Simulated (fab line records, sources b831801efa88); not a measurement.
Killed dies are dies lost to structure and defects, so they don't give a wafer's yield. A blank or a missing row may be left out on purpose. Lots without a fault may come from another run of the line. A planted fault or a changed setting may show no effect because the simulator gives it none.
fab line records | flow gf180mcu
record lots=11 wafers=33 last_day=34
route steps=602 shown V4@481 TOP_METAL@568
lots that met no fault: from a run of the same line without faults
start_h: hours from the record's first day to the start of the lot's first wafer shown | wait_h: hours since the lot's step before | " the same as in the row above | L1.1+2: a row that stands for several wafers | - no value, or no start given | * or withheld: withheld | < > ~ a bound
route shown NAME@n: a module of which the file shows steps, and the number in the route of the first | usual: mean/standard deviation of fault-free wafers | same: alike in all rows | chamber/n: place in a boat | sites: the reading at each site | _std_site: their standard deviation | _edge_site: outer sites' mean less inner sites' | radius_mm: how far each site lies from the wafer's centre | mask NAME#n: copy n | behind: the tool/chamber that last shaped the wafer | hold: why the lot was held/for how many hours/how that ended | device: the transistor (n, p or np) that didn't switch | end of line: the same wafers' tests at the end of the route | a step without rows: its recipe alone | killed: dies lost to structure and defects at the first sort, not the wafer's yield | map: a wafer's dies, x killed, . not, _ none there
set.NAME: the setting as run; set.NAME@STEP: as run at that earlier step | model.NAME: the simulator's own value behind a step, which no gauge read
steps of the route over a sample of lots; a table a step, a row a wafer
services: from which hour (start_h, from the record's first day; less than 0 if before it) a tool's chamber was out of use, for how many hours, and why
## steps
# step GF_V4_BOW_MEAS_05
# recipe mode=bow
# usual V4_BOW=135/9.2
# columns lot.wafer tool chamber start_h wait_h V4_BOW[um]
L134.2 film_metro-04 - 552.89 0.1 131
L134.5 " - " " 137
L134.6 " - " " 138
L137.1 film_metro-02 - 583.42 0.1 143
L137.2 " - " " 143
L137.5 " - " " 144
L138.2 film_metro-02 - 589.69 0.2 117
L138.5 " - " " 125
L138.6 " - " " 134
L139.1 film_metro-04 - 596.97 0.2 120
L139.2 " - " " 125
L139.6 " - " " 132
L140.1 film_metro-03 - 602.87 0.2 131
L140.2 " - " " 126
L140.5 " - " " 127
L141.1 film_metro-03 - 609.42 0.1 140
L141.2 " - " " 133
L141.3 " - " " 125
L149.1 film_metro-03 - 667.07 0.2 139
L149.4 " - " " 130
L149.5 " - " " 138
L151.3 film_metro-04 - 680.77 0.3 150
L151.4 " - " " 135
L151.6 " - " " 140
L153.1 film_metro-02 - 698.99 0.2 130
L153.3 " - " " 129
L153.4 " - " " 139
L152.1 film_metro-02 - 700.66 0.2 130
L152.5 " - " " 132
L152.6 " - " " 156
L155.3 film_metro-03 - 709.81 0.1 135
L155.4 " - " " 126
L155.6 " - " " 133
# step GF_V4_RS_MEAS_24
# recipe thk_meas_gauge=four-point-probe reads=W_of_V4_CVD_23+TiN_of_V4_SPUTTER_22+Ti_of_V4_SPUTTER_21
# usual V4_W_RS=0.324/0.0036
# columns lot.wafer tool chamber start_h wait_h V4_W_RS[ohm/sq]
L134.2 film_metro-03 - 576.65 0.1 0.325
L134.5 " - " " 0.322
L134.6 " - " " 0.321
L137.1 film_metro-02 - 605.30 0.1 0.325
L137.2 " - " " 0.323
L137.5 " - " " 0.325
L138.2 film_metro-03 - 611.87 0.1 0.326
L138.5 " - " " 0.322
L138.6 " - " " 0.323
L139.1 film_metro-04 - 619.14 0.1 0.320
L139.2 " - " " 0.322
L139.6 " - " " 0.321
L140.1 film_metro-03 - 624.72 0.1 0.326
L140.2 " - " " 0.328
L140.5 " - " " 0.330
L141.1 film_metro-02 - 631.23 0.1 0.322
L141.2 " - " " 0.325
L141.3 " - " " 0.325
L149.1 film_metro-04 - 687.74 0.1 0.330
L149.4 " - " " 0.329
L149.5 " - " " 0.327
L151.3 film_metro-03 - 700.49 0.1 0.322
L151.4 " - " " 0.327
L151.6 " - " " 0.327
L153.1 film_metro-04 - 718.19 0.1 0.318
L153.3 " - " " 0.315
L153.4 " - " " 0.322
L152.1 film_metro-03 - 720.04 0.1 0.328
L152.5 " - " " 0.328
L152.6 " - " " 0.327
L155.3 film_metro-02 - 729.34 0.1 0.325
L155.4 " - " " 0.318
L155.6 " - " " 0.326
# step GF_TOP_METAL_SPUTTER_01
# recipe material=TiN target_thk_nm=30 power_w=6500 time_s=25 chamber_pressure_pa=0.4
# usual throttle_valve_pct=29.4/0.94
# columns lot.wafer tool chamber start_h wait_h throttle_valve_pct
L134.2 pvd_sputter-01 - 643.84 0.1 30.5
L134.5 " - " " 29.2
L134.6 " - " " 30.3
L137.1 pvd_sputter-01 - 670.22 0.1 29.0
L137.2 " - " " 28.2
L137.5 " - " " 28.2
L138.2 pvd_sputter-01 - 675.10 0.1 28.1
L138.5 " - " " 29.0
L138.6 " - " " 30.7
L139.1 pvd_sputter-04 - 682.93 0.1 30.2
L139.2 " - " " 28.4
L139.6 " - " " 28.0
L140.1 pvd_sputter-03 - 688.44 0.1 30.9
L140.2 " - " " 28.5
L140.5 " - " " 28.8
L141.1 pvd_sputter-01 - 694.64 0.1 30.1
L141.2 " - " " 30.6
L141.3 " - " " 29.2
L149.1 pvd_sputter-04 - 746.06 0.1 31.5
L149.4 " - " " 30.0
L149.5 " - " " 29.1
L151.3 pvd_sputter-01 - 756.59 0.1 27.9
L151.4 " - " " 30.9
L151.6 " - " " 30.3
L153.1 pvd_sputter-03 - 771.30 0.1 28.8
L153.3 " - " " 28.8
L153.4 " - " " 30.5
L152.1 pvd_sputter-04 - 775.29 0.1 28.0
L152.5 " - " " 30.2
L152.6 " - " " 28.2
L155.3 pvd_sputter-03 - 782.27 0.1 28.5
L155.4 " - " " 29.0
L155.6 " - " " 30.7
# step GF_TOP_METAL_METAL_ETCH_16
# recipe chemistry=Cl2/BCl3 mask_material=NOVOLAK target_depth_nm=1077.5 stop_on=SiO2 pressure_mtorr=8 icp_w=800 bias_w=140 Cl2_flow_sccm=80 bcl3_flow_sccm=40 time_s=179.6
# usual chamber_pressure_mTorr=8.001/0.0066 drypump_motor_current_A=5.6/0.55 oes_product_au=0.965/0.0067 throttle_valve_pct=28.258/0.011
# columns lot.wafer tool chamber start_h wait_h chamber_pressure_mTorr drypump_motor_current_A oes_product_au rf_hours_counter_h throttle_valve_pct
L134.2 rie_metal-01 0 663.92 0.0 8.002 6.2 0.961 7 28.260
L134.5 " 1 " " 7.999 5.1 0.977 - 28.256
L134.6 " 0 " " 8.001 6.2 0.977 - 28.259
L137.1 rie_metal-03 0 689.16 0.0 8.000 5.7 0.961 7 28.249
L137.2 " 0 " " 8.007 5.7 0.958 - 28.264
L137.5 " 0 " " 7.993 5.7 0.968 - 28.265
L138.2 rie_metal-03 0 694.23 0.1 8.001 5.7 0.969 - 28.258
L138.5 " 0 " " 8.011 5.6 0.965 - 28.258
L138.6 " 0 " " 8.003 5.6 0.953 - 28.255
L139.1 rie_metal-03 0 701.42 0.0 8.000 5.6 0.962 8 28.263
L139.2 " 0 " " 7.998 5.6 0.965 - 28.255
L139.6 " 0 " " 7.995 5.6 0.965 - 28.268
L140.1 rie_metal-01 1 706.92 0.0 7.987 5.0 0.963 4 28.274
L140.2 " 0 " " 7.996 6.2 0.964 8 28.263
L140.5 " 1 " " 7.994 5.1 0.966 - 28.255
L141.1 rie_metal-01 0 712.27 0.0 7.999 6.2 0.967 9 28.248
L141.2 " 1 " " 8.001 5.1 0.962 5 28.254
L141.3 " 1 " " 8.005 5.1 0.969 - 28.264
L149.1 rie_metal-03 0 762.37 0.0 7.993 5.7 0.953 11 28.257
L149.4 " 0 " " 7.994 5.7 0.962 - 28.258
L149.5 " 0 " " 7.984 5.7 0.955 - 28.264
L151.3 rie_metal-03 1 772.82 0.1 7.997 4.8 0.969 - 28.272
L151.4 " 0 " " 8.007 5.7 0.962 - 28.278
L151.6 " 0 " " 8.004 5.6 0.965 - 28.270
L153.1 rie_metal-04 0 786.17 0.0 8.009 6.3 0.970 13 28.244
L153.3 " 1 " " 7.993 6.1 0.969 - 28.262
L153.4 " 0 " " 8.001 6.3 0.959 - 28.256
L152.1 rie_metal-01 1 790.82 0.0 8.000 5.1 0.961 8 28.258
L152.5 " 1 " " 8.001 5.1 0.958 - 28.252
L152.6 " 0 " " 7.995 6.2 0.950 - 28.250
L155.3 rie_metal-01 0 797.77 0.1 7.995 6.2 0.969 - 28.254
L155.4 " 1 " " 7.991 5.1 0.970 - 28.231
L155.6 " 0 " " 8.001 6.1 0.962 - 28.243
# step GF_TOP_METAL_STRIP_17
# recipe chemistry=O2/N2 power_w=1400 pressure_mtorr=1500 platen_temp_c=250 o2_flow_sccm=3000 n2_flow_sccm=300 overash_fraction=0.5
# usual chamber_pressure_mTorr=1500.0/1.4 drypump_motor_current_A=5.7/0.54 heater_power_w=345/31 oes_product_au=0.710/0.0046 strip_time_to_endpoint_s=13.47/0.1
# columns lot.wafer tool chamber start_h wait_h chamber_pressure_mTorr drypump_motor_current_A heater_power_w oes_product_au rf_hours_counter_h strip_time_to_endpoint_s
L134.2 plasma_asher-01 0 664.09 0.1 1499.3 5.0 323 0.719 84 13.43
L134.5 " 0 " " 1501.4 5.0 320 0.718 - 13.42
L134.6 " 1 " " 1498.7 6.1 346 0.711 - 13.34
L137.1 plasma_asher-01 1 689.51 0.3 1497.6 6.1 341 0.712 87 13.54
L137.2 " 0 " " 1500.6 5.0 333 0.706 87 13.60
L137.5 " 0 " " 1499.8 5.0 324 0.709 - 13.52
L138.2 plasma_asher-01 1 694.52 0.2 1500.0 6.1 343 0.711 87 13.59
L138.5 " 1 " " 1500.3 6.1 347 0.705 - 13.61
L138.6 " 0 " " 1500.4 5.0 327 0.717 - 13.62
L139.1 plasma_asher-03 1 701.77 0.3 1499.8 5.7 370 0.706 62 13.58
L139.2 " 0 " " 1500.0 5.3 395 0.710 62 13.53
L139.6 " 1 " " 1499.6 5.7 370 0.706 - 13.53
L140.1 plasma_asher-03 0 707.09 0.1 1500.1 5.3 404 0.710 63 13.39
L140.2 " 1 " " 1499.8 5.7 375 0.710 63 13.37
L140.5 " 0 " " 1499.6 5.3 389 0.711 - 13.49
L141.1 plasma_asher-04 0 712.44 0.1 1500.0 6.5 325 0.706 113 13.45
L141.2 " 1 " " 1498.8 5.3 306 0.706 113 13.48
L141.3 " 0 " " 1502.0 6.6 316 0.707 - 13.51
L149.1 plasma_asher-01 1 762.54 0.1 1498.0 6.0 350 0.665 92 10.53
L149.4 " 0 " " 1498.3 5.0 319 0.706 - 13.65
L149.5 " 1 " " 1500.7 6.0 351 0.712 - 13.64
L151.3 plasma_asher-04 1 772.97 0.1 1500.2 5.3 311 0.712 - 13.36
L151.4 " 0 " " 1499.1 6.6 335 0.712 - 13.60
L151.6 " 1 " " 1499.6 5.3 318 0.648 - 10.31
L153.1 plasma_asher-03 0 786.34 0.1 1499.9 5.3 405 0.719 72 13.40
L153.3 " 0 " " 1500.5 5.3 387 0.712 - 13.32
L153.4 " 1 " " 1499.7 5.7 377 0.706 - 13.33
L152.1 plasma_asher-04 1 790.99 0.1 1500.1 5.3 313 0.710 5 13.59
L152.5 " 1 " " 1498.7 5.3 312 0.715 - 13.50
L152.6 " 0 " " 1500.2 6.5 329 0.704 - 13.40
L155.3 plasma_asher-04 1 797.92 0.1 1500.0 5.3 319 0.712 - 13.45
L155.4 " 0 " " 1500.2 6.6 331 0.708 - 13.53
L155.6 " 1 " " 1497.1 5.3 315 0.713 - 13.47
## services
# columns tool chamber start_h hours kind
plasma_asher-03 - 628.80 9.9 pm
rie_metal-03 0 630.43 22.6 repair
plasma_asher-04 - 656.84 2.3 repair
plasma_asher-04 - 658.31 0.5 repair
rie_metal-04 0 680.23 14.9 repair
pvd_sputter-04 3 683.05 - consumable_replace:kit
rie_metal-04 - 683.24 0.9 repair
rie_metal-03 1 684.40 - clean
rie_metal-03 1 684.40 21.0 scheduled_down
rie_metal-03 1 684.40 21.0 vent_cycle
plasma_asher-01 - 705.32 14.0 pm
pvd_sputter-01 1 714.20 - consumable_replace:kit
pvd_sputter-01 1 714.20 18.0 scheduled_down
pvd_sputter-01 1 714.20 18.0 vent_cycle
plasma_asher-01 - 719.32 15.6 pm
plasma_asher-04 - 724.71 0.5 repair
plasma_asher-04 - 733.75 9.0 pm
plasma_asher-04 0 733.75 9.0 vent_cycle
plasma_asher-04 1 733.75 9.0 vent_cycle
plasma_asher-04 0 742.75 - clean
plasma_asher-04 1 742.75 - clean
plasma_asher-03 - 752.53 2.8 pm
plasma_asher-03 - 756.91 6.1 repair
pvd_sputter-03 - 794.41 10.7 repair
## key
first_sign step=GF_TOP_METAL_STRIP_17 reading=strip_time_to_endpoint_s direction=down sigmas=30 usual=* struck=*
effect step=GF_TOP_METAL_STRIP_17 reading=oes_product_au direction=down sigmas=11 usual=0.710 struck=0.657
met_at GF_TOP_METAL_METAL_ETCH_16
struck_lots L149,L151
struck_wafers L149.1,L151.6
not_acting_at GF_V4_BOW_MEAS_05,GF_V4_RS_MEAS_24,GF_TOP_METAL_SPUTTER_01
onset_between 701.42 762.37
fault kind=process_parameter_drift tool=rie_metal-03 chamber=- onset_h=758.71 steps=GF_TOP_METAL_METAL_ETCH_16 channel=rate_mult offset=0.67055 shape=step end_h=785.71 scope=struck_wafers_only
